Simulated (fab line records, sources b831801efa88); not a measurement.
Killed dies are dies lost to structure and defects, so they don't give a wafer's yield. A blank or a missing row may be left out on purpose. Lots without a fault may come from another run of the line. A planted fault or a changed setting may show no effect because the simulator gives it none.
Which tool did it? | flow sky130 | 11 lots, 33 wafers sampled, at 3 steps of a route of 708

WHAT THE GAUGES READ, wafer by wafer
SKY_PASSIVATION_THK_MEAS_03.
lot  | measured     | on            | PASSIVATION_CVD_02_THK (nm)
L189 | day 43 18:01 | film_metro-02 | 528 538 544
L190 | day 44 06:28 | film_metro-01 | 530 533 549
L195 | day 45 10:07 | film_metro-04 | 534 549 540
L196 | day 45 23:52 | film_metro-02 | 541 525 539
L197 | day 46 04:28 | film_metro-02 | 539 552 546
L198 | day 46 14:22 | film_metro-04 | 545 556 548
L199 | day 46 15:45 | film_metro-02 | 531 541 546
L206 | day 48 12:21 | film_metro-01 | 520 532 528
L207 | day 48 14:27 | film_metro-01 | 544 553 546
L211 | day 49 22:58 | film_metro-01 | 538 534 540
L210 | day 50 02:28 | film_metro-01 | 545 551 544

WHICH TOOL RAN EACH LOT (tool, then ch and the chambers of the sampled wafers, then the start)
lot  | SKY_VIA2_CMP_02               | SKY_VIA3_ETCH_14
L189 | cmp-02 ch 0,2, day 34 23:26   | rie_diel-03 ch 2,3, day 39 11:43
L190 | cmp-02 ch 0,1, day 35 16:30   | rie_diel-03 ch 1,3, day 40 02:10
L195 | cmp-01 ch 0,1,2, day 37 01:25 | rie_diel-02 ch 0,1,2, day 41 09:19
L196 | cmp-02 ch 0,3, day 37 16:30   | rie_diel-02 ch 0,1,2, day 42 00:56
L197 | cmp-02 ch 0,1,3, day 37 22:49 | rie_diel-01 ch 0,3, day 42 05:40
L198 | cmp-02 ch 1,2,3, day 38 10:04 | rie_diel-03 ch 2,3, day 42 16:43
L199 | cmp-02 ch 1,3, day 38 10:58   | rie_diel-02 ch 0,2,3, day 42 17:47
L206 | cmp-01 ch 0,1,3, day 40 20:20 | rie_diel-03 ch 0,1, day 44 21:31
L207 | cmp-01 ch 0,1,2, day 40 22:41 | rie_diel-03 ch 0,1,3, day 44 23:23
L211 | cmp-02 ch 0,1,2, day 42 17:02 | rie_diel-01 ch 0,3, day 46 13:01
L210 | cmp-02 ch 0,3, day 42 21:11   | rie_diel-03 ch 1,2,3, day 46 18:04
- SKY_VIA2_CMP_02: polishes SiO2.
- SKY_VIA3_ETCH_14: etches BARC in N2/H2, stops on SiO2, time 45.9 s, target depth 60 nm.

THE ANSWER, worked out from the rows above alone
Rule: what is usual is taken from the lots themselves. Put in order of their means at a reading, lots are off if they are a third of the lots or fewer, leave a main group of 4 or more, and stand apart from it by a gap of 3 or more times the standard deviation of the main group's means; of several such gaps the widest counts. A main group whose means are all the same, to the digits that the tables above print for the reading, isn't used. A lot without any number at a reading at which 4 lots or more have one is off too. The other lots that the step has rows for count as sound.
No lot is off at any reading shown: from this, nothing can be told.

WHAT THE SIMULATOR HAD PUT IN
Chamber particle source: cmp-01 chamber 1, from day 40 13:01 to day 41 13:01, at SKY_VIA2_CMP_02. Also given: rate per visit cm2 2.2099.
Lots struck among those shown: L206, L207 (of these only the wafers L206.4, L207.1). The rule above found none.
